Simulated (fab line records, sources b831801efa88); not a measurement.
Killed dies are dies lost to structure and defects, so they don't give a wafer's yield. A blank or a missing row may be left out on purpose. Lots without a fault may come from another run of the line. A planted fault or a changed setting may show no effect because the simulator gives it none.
Which tool did it? | flow gf180mcu | 12 lots, 36 wafers sampled, at 2 steps of a route of 602

WHAT THE GAUGES READ, wafer by wafer
GF_V5_OVL_MEAS_15. Usual: V5_OVL 2 nm, standard deviation 6.3.
lot  | measured     | on         | V5_OVL (nm) | flag
L673 | day 27 03:01 | overlay-01 | 5 5 8       |
L674 | day 27 12:44 | overlay-02 | 3 5 -4      |
L675 | day 27 20:43 | overlay-02 | -1 3 8      |
L676 | day 28 08:19 | overlay-01 | -11 -5 -11  |
L677 | day 28 14:02 | overlay-02 | -2 -3 6     |
L679 | day 29 02:28 | overlay-01 | -10 -2 -2   |
L682 | day 29 23:43 | overlay-01 | 1 -9 0      |
L686 | day 31 03:46 | overlay-01 | 3 1 1       |
L687 | day 31 10:19 | overlay-02 | -3 3 6      |
L689 | day 31 23:13 | overlay-02 | 9 6 2       |
L695 | day 33 07:44 | overlay-02 | 11 10 7     |
L696 | day 33 13:40 | overlay-02 | -1 7 1      |

WHICH TOOL RAN EACH LOT (tool, then ch and the chambers of the sampled wafers, then the start)
lot  | GF_MIM_SPUTTER_00
L673 | pvd_sputter-01, day 24 08:31
L674 | pvd_sputter-01, day 24 19:25
L675 | pvd_sputter-02, day 25 04:29
L676 | pvd_sputter-02, day 25 17:21
L677 | pvd_sputter-02, day 26 00:16
L679 | pvd_sputter-03, day 26 12:54
L682 | pvd_sputter-01, day 27 11:52
L686 | pvd_sputter-02, day 28 17:08
L687 | pvd_sputter-02, day 29 00:16
L689 | pvd_sputter-03, day 29 15:43
L695 | pvd_sputter-03, day 31 03:17
L696 | pvd_sputter-01, day 31 10:22
- GF_MIM_SPUTTER_00: material Ti, target thk 37.5 nm, time 150 s.

WHAT THE TOOLS THEMSELVES READ (means of the sampled wafers that have a number; where no wafer has one, the mark that the record gives instead)
GF_MIM_SPUTTER_00. Usual: throttle_valve_pct 29.6 %, standard deviation 1.1.
lot  | tool           | throttle_valve_pct (%) | flag
L673 | pvd_sputter-01 | 29.2                   |
L674 | pvd_sputter-01 | 30.3                   |
L675 | pvd_sputter-02 | 28.9                   |
L676 | pvd_sputter-02 | 28.2                   |
L677 | pvd_sputter-02 | 28.8                   |
L679 | pvd_sputter-03 | 29.6                   |
L682 | pvd_sputter-01 | 29.6                   |
L686 | pvd_sputter-02 | 28.8                   |
L687 | pvd_sputter-02 | 28.3                   |
L689 | pvd_sputter-03 | 29.1                   |
L695 | pvd_sputter-03 | 29.8                   |
L696 | pvd_sputter-01 | 29.6                   |

THE ANSWER, worked out from the rows above alone
Rule: a lot is off if the mean of its wafers that have a number lies more than 3 standard deviations from the usual mean. A lot without any number at a reading at which 4 lots or more have one is off too. The other lots that the step has rows for count as sound. The gauges are gone through in route order, then the tools' own readings, and for those a lot's mean is taken as printed above. The first step at which some lot is off is used, and at that step the reading that is off furthest; a lot without a number counts as furthest.
No lot is off at any reading shown: from this, nothing can be told.

WHAT THE SIMULATOR HAD PUT IN
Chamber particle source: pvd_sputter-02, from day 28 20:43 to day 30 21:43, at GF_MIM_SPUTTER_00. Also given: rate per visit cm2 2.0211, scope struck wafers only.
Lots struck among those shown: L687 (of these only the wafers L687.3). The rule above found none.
